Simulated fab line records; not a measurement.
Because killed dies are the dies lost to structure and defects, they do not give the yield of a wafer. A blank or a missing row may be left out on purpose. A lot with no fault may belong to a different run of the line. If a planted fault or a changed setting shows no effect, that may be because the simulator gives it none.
8D (eight disciplines) problem report, filled in by code + flow gf180mcu + the parts of the form that need people (team, actions taken, sign-off) are left out

1. WHAT IS WRONG
At GF_DUAL_GATE_OXIDATION_15, tube_center_temp_C averages 854 C over 9 wafers from 3 lots, while fault-free wafers read 850 C, standard deviation 0.074. Measured from the usual mean, that is +53 standard deviations.
The step: stabilise 600 s, purge 300 s, target thk 7.098 nm.
Seen first at day 10 09:07 on furnace-02, wafer L615.1. The record has a number at this step for 42 wafers belonging to 14 lots. The rule behind "out" and "out of limits": a value lying over 4 standard deviations away from the usual mean. All remaining wafers that have a number are taken as sound.

2. WHAT IT IS AND WHAT IT IS NOT
| question                    | is                                         | is not                                                                                             |
|-----------------------------|--------------------------------------------|----------------------------------------------------------------------------------------------------|
| which readings at this step | tube_center_temp_C, tube_center_temp_C_max | zone_power_lower_pct                                                                               |
| which lots                  | L615, L617, L618                           | L609, L610, L611, L612, L613, L625, L627, L629, L630, L631, L632                                   |
| which wafers of those lots  | all that have a number                     | -                                                                                                  |
| read on which tools         | furnace-02                                 | furnace-01                                                                                         |
| when                        | from day 10 09:07                          | up to then (15 sound wafers); but 18 sound wafers of L625, L627, L629, L630, L631, L632 came after |

3. THE SUSPECTS, EACH WITH WHAT RULES IT OUT
Counting: a tool at a process step up to the reading stays a suspect if it ran every lot that is out and no sound lot after the first of them.
- furnace-02 at GF_DUAL_GATE_OXIDATION_15 (stabilise 600 s, purge 300 s, target thk 7.098 nm): ruled out as a lasting fault. Following L615 (day 10 09:07), the first lot on it that is out, the sound lots L630, L632 were run on it.
Left after counting: nothing in the record.

4. THE CAUSE (what the simulator had put in)
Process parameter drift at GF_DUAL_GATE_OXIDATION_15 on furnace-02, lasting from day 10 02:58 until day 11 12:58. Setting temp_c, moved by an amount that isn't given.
Counting ruled it out, wrongly.

5. THE CHAIN OF EFFECTS, in route order
Rows list readings where the struck wafers' mean (over those with a number) sits beyond 3 standard deviations from the usual. Scope: only readings with a usual standard deviation given in the record; hours: median across lots of the time from each lot's start at the first step in this table that gives one to its start at this step; sigmas: change in usual standard deviations.
| hours | step                      | reading                | usual   | on struck wafers | change | sigmas |
|-------|---------------------------|------------------------|---------|------------------|--------|--------|
| 0     | GF_DUAL_GATE_OXIDATION_15 | spike_tc_bottom_C      | 866.9 C | 872.1            | +5.2   | +3.1   |
| 0     | GF_DUAL_GATE_OXIDATION_15 | spike_tc_centre_C      | 850.5 C | 853.9            | +3.4   | +3.1   |
| 0     | GF_DUAL_GATE_OXIDATION_15 | spike_tc_lower_C       | 850.2 C | 853.7            | +3.5   | +3.5   |
| 0     | GF_DUAL_GATE_OXIDATION_15 | spike_tc_upper_C       | 849.3 C | 854.5            | +5.2   | +3.4   |
| 0     | GF_DUAL_GATE_OXIDATION_15 | tube_center_temp_C     | 850 C   | 854              | +4     | +53    |
| 0     | GF_DUAL_GATE_OXIDATION_15 | tube_center_temp_C_max | 852.2   | 856.0            | +3.8   | +11    |
It contains these process steps:
- GF_DUAL_GATE_OXIDATION_15: stabilise 600 s, purge 300 s, target thk 7.098 nm.
Later steps that measure or inspect, where all struck wafers having a row at the step show a number for every such reading and not one has moved that far: GF_POLY_GATE_THK_MEAS_17, GF_HV_LDD_TW_MEAS_23, GF_CONTACT_THK_MEAS_03.

6. HOW IT WOULD HAVE BEEN CAUGHT EARLIER
The fault began at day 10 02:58; the first out-of-limits reading in this record came at day 10 09:07, 6 hours later.
